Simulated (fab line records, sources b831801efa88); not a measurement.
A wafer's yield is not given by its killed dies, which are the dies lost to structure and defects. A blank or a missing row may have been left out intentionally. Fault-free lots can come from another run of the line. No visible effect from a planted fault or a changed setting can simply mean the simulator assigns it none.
A lot that was struck, set against a sound lot    flow sky130    44 out of 708 route steps
Sound: these wafers, L324.2, L324.5, L324.6. The struck wafers were L338.2, L338.3, L338.6. The cause is named last.
For every step that has rows: the tool of each side, followed by ch and its chambers, followed by its first start. Under that, the readings that differ: sound wafers    struck wafers    difference of the means    sigmas: that difference in standard deviations of wafers without a fault.
alike: a reading whose means differ by less than 2 such deviations, as well as words and numbers matching on both sides. not compared: withheld readings; readings where some wafer has no value; bounds like >300 that might hide an equal value; numbers whose values overlap and for which the record gives no deviation.
A row with sigmas, a row that says differs or no value, or rows on one side alone: a step with any of these is where the two part. Numbers that don't overlap but have no deviation are shown without sigmas and don't part them. Lack of a reading on every wafer of one side parts them only where that side has two or more wafers.

SKY_SONOS_ONO_THK_MEAS_03:
  sound on film_metro-03, day 12 00:56; struck on film_metro-02, day 16 04:52
  alike: SONOS_ONO_CVD_02_THK
then, 1 step without rows for these wafers: SKY_SONOS_ONO_CVD_04 (deposits SiO2 from SiH4/N2O, target thk 5.7199 nm).
SKY_SONOS_ONO_THK_MEAS_05:
  sound on film_metro-02, day 12 02:14; struck on film_metro-03, day 16 06:10
  alike: SONOS_ONO_CVD_04_THK
then, 7 steps without rows for these wafers: SKY_SONOS_ONO_DEHYDRATE_06 (time 60 s); SKY_SONOS_ONO_HMDS_07 (prime time 60 s); SKY_SONOS_ONO_COAT_08 (resist thk 1140 nm); SKY_SONOS_ONO_SOFTBAKE_09 (time 60 s); SKY_SONOS_ONO_EXPOSE_10 (exposes mask ONOM, target cd 410 nm); SKY_SONOS_ONO_PEB_11; SKY_SONOS_ONO_DEVELOP_12 (develop time 60 s).
SKY_SONOS_ONO_CD_MEAS_13: the cd target is 410 nm.
  sound on cd_sem-02, day 13 01:57; struck on cd_sem-01, day 17 10:12
  alike: cd_nm
SKY_SONOS_ONO_OVL_MEAS_14:
  sound on overlay-02, day 13 02:03; struck on overlay-01, day 17 10:19
  alike: SONOS_ONO_OVL
SKY_SONOS_ONO_ETCH_15: etches the open film in CHF3/O2, target depth 19.52 nm, time 7.8 s.
  sound on rie_diel-01 ch 1,2, day 13 02:05; struck on rie_diel-01 ch 0,2,3, day 17 10:20
  no value came back on the struck wafers for any of 6 readings (O2_flow_sccm (sccm), bias_w (W) and others); on the sound wafers O2_flow_sccm (sccm) reads 5.007 4.975 4.989
reading                                         sound              struck            difference  sigmas
model.NOVOLAK_of_SONOS_ONO_COAT_08.thk_nm (nm)  1128 1125 1128     1136 1139 1140    +11         
model.SiO2_of_FIELD_ISO_CVD_24.thk_nm (nm)      400.4 400.2 400.6  405 402.7 402.5   +3          
model.SiO2_of_NWELL_OXIDATION_01.thk_nm (nm)    5.593 5.735 5.61   8.92 8.937 8.995  +3.30       
  not compared: rf_hours_counter_h
then, 1 step without rows for these wafers: SKY_SONOS_ONO_WET_ETCH_16 (etches SiO2 in dHF, target depth 14 nm, time 280 s).
SKY_SONOS_ONO_STRIP_17: strips in O2/N2.
  sound on plasma_asher-01 ch 0,1, day 13 02:11; struck on plasma_asher-01 ch 0,1, day 17 10:27
  alike: chamber_pressure_mTorr, drypump_motor_current_A, oes_product_au, strip_time_to_endpoint_s
  not compared: rf_hours_counter_h
then, 3 steps without rows for these wafers: SKY_SONOS_ONO_WET_ETCH_18 (etches Si3N4 in H3PO4, target depth 15 nm, time 172 s); SKY_GATE_OXIDE_CLEAN_00 (cleans in SC1/SC2, time 150 s); SKY_GATE_OXIDE_OXIDATION_01 (stabilise 600 s, purge 300 s, target thk 10.268 nm).
SKY_GATE_OXIDE_THK_MEAS_02:
  sound on film_metro-02, day 13 05:18; struck on film_metro-01, day 17 12:05
  alike: GATE_OXIDE_OXIDATION_00_THK
then, 7 steps without rows for these wafers: SKY_GATE_OXIDE_DEHYDRATE_03 (time 60 s); SKY_GATE_OXIDE_HMDS_04 (prime time 60 s); SKY_GATE_OXIDE_COAT_05 (resist thk 1140 nm); SKY_GATE_OXIDE_SOFTBAKE_06 (time 60 s); SKY_GATE_OXIDE_EXPOSE_07 (exposes mask LVOM, target cd 600 nm); SKY_GATE_OXIDE_PEB_08; SKY_GATE_OXIDE_DEVELOP_09 (develop time 60 s).
SKY_GATE_OXIDE_OVL_MEAS_10:
  sound on overlay-01, day 14 05:38; struck on overlay-02, day 18 17:24
  alike: GATE_OXIDE_OVL
then, 2 steps without rows for these wafers: SKY_GATE_OXIDE_IMPLANT_11; SKY_GATE_OXIDE_WET_ETCH_12 (etches SiO2 in dHF, target depth 16.8 nm, time 336 s).
SKY_GATE_OXIDE_STRIP_13: strips in O2/N2.
  sound on plasma_asher-04 ch 0,1, day 14 05:55; struck on plasma_asher-04 ch 1, day 18 17:41
  alike: chamber_pressure_mTorr, drypump_motor_current_A, oes_product_au, strip_time_to_endpoint_s
  not compared: rf_hours_counter_h
SKY_GATE_OXIDE_TW_MEAS_14:
  sound on film_metro-01, day 14 06:01; struck on film_metro-02, day 18 17:48
reading        sound              struck             difference  sigmas
GATE_OXIDE_TW  220.1 221.1 221.5  225.2 225.4 224.8  +4.2        +2
then, 3 steps without rows for these wafers: SKY_GATE_OXIDE_CLEAN_15 (cleans in SC1/SC2, time 150 s); SKY_GATE_OXIDE_OXIDATION_16 (stabilise 600 s, purge 300 s, target thk 3.57 nm); SKY_POLY_GATE_CVD_00 (deposits poly-Si, target thk 180 nm, time 720 s).
SKY_POLY_GATE_THK_MEAS_01:
  sound on film_metro-03, day 14 15:27; struck on film_metro-03, day 18 21:23
  alike: POLY_GATE_CVD_00_THK
then, 7 steps without rows for these wafers: SKY_RES_PROTECT_DEHYDRATE_00 (time 60 s); SKY_RES_PROTECT_HMDS_01 (prime time 60 s); SKY_RES_PROTECT_COAT_02 (resist thk 1140 nm); SKY_RES_PROTECT_SOFTBAKE_03 (time 60 s); SKY_RES_PROTECT_EXPOSE_04 (exposes mask RPM, target cd 1270 nm); SKY_RES_PROTECT_PEB_05; SKY_RES_PROTECT_DEVELOP_06 (develop time 60 s).
-- the record jumps here: 14 days lie between the struck wafers' starts before and after (it left off in module RES_PROTECT and takes up again in module SALICIDE, whose first step shown is number 361 of the route) --
SKY_SALICIDE_CLEAN_00: cleans in HF-last, time 30 s.
  sound on wet_bench-01 ch 3, day 28 15:02; struck on wet_bench-03 ch 2, day 32 10:51
reading                                     sound              struck           difference  sigmas
model.SiO2_of_FIELD_ISO_CVD_24.thk_nm (nm)  359.4 359.1 359.5  364.4 362 361.8  +3.4        
-- the record jumps here: 16 days lie between the struck wafers' starts before and after (it left off in module SALICIDE and takes up again in module PAD_OPEN, whose first step shown is number 708 of the route) --
SKY_PAD_OPEN_PROBE_99:
  sound on prober-01, day 46 05:17; struck on prober-02, day 48 22:23
reading                                 sound                          struck                         difference  sigmas
model.etest.nfet_16v.r_on_ohm_um        1.377e+04 1.389e+04 1.387e+04  1.817e+04 1.823e+04 1.832e+04  +4.397e+03  
model.etest.pfet_16v.r_on_ohm_um        1.479e+04 1.5e+04 1.528e+04    1.672e+04 1.666e+04 1.716e+04  +1.823e+03  
model.etest.pfet_g5v0d10v5.r_on_ohm_um  4693 4725 4713                 5510 5501 5521                 +800        
model.etest.nfet_g5v0d10v5.r_on_ohm_um  1860 1891 1877                 2462 2496 2492                 +607        
model.etest.nfet_g5v0d10v5.drive_ua_um  616.2 607.9 613                396.4 393.5 395.5              -217.2      
model.etest.tip_sonos.rs_ohm_sq         2522 2550 2557                 2808 2820 2825                 +275        
model.etest.nfet_05v0_nvt.drive_ua_um   586.6 577.1 584.6              417.2 416.5 416.3              -166.1      
model.etest.nfet_16v.drive_ua_um        227.8 227.3 226.8              131.3 128.9 129.5              -97.4       
  alike: killed_at_M0_to_M3, killed_at_M4_up, killed_at_contacts, killed_at_front_end, killed_at_other, killed_dies, killed_open, killed_short

== WHERE THEY PART ==
First at SKY_SONOS_ONO_ETCH_15; last, within this record, at SKY_GATE_OXIDE_TW_MEAS_14. Later steps at which nothing parts them and some readings are alike: SKY_POLY_GATE_THK_MEAS_01, SKY_PAD_OPEN_PROBE_99.

WHY: whatever the simulator had introduced
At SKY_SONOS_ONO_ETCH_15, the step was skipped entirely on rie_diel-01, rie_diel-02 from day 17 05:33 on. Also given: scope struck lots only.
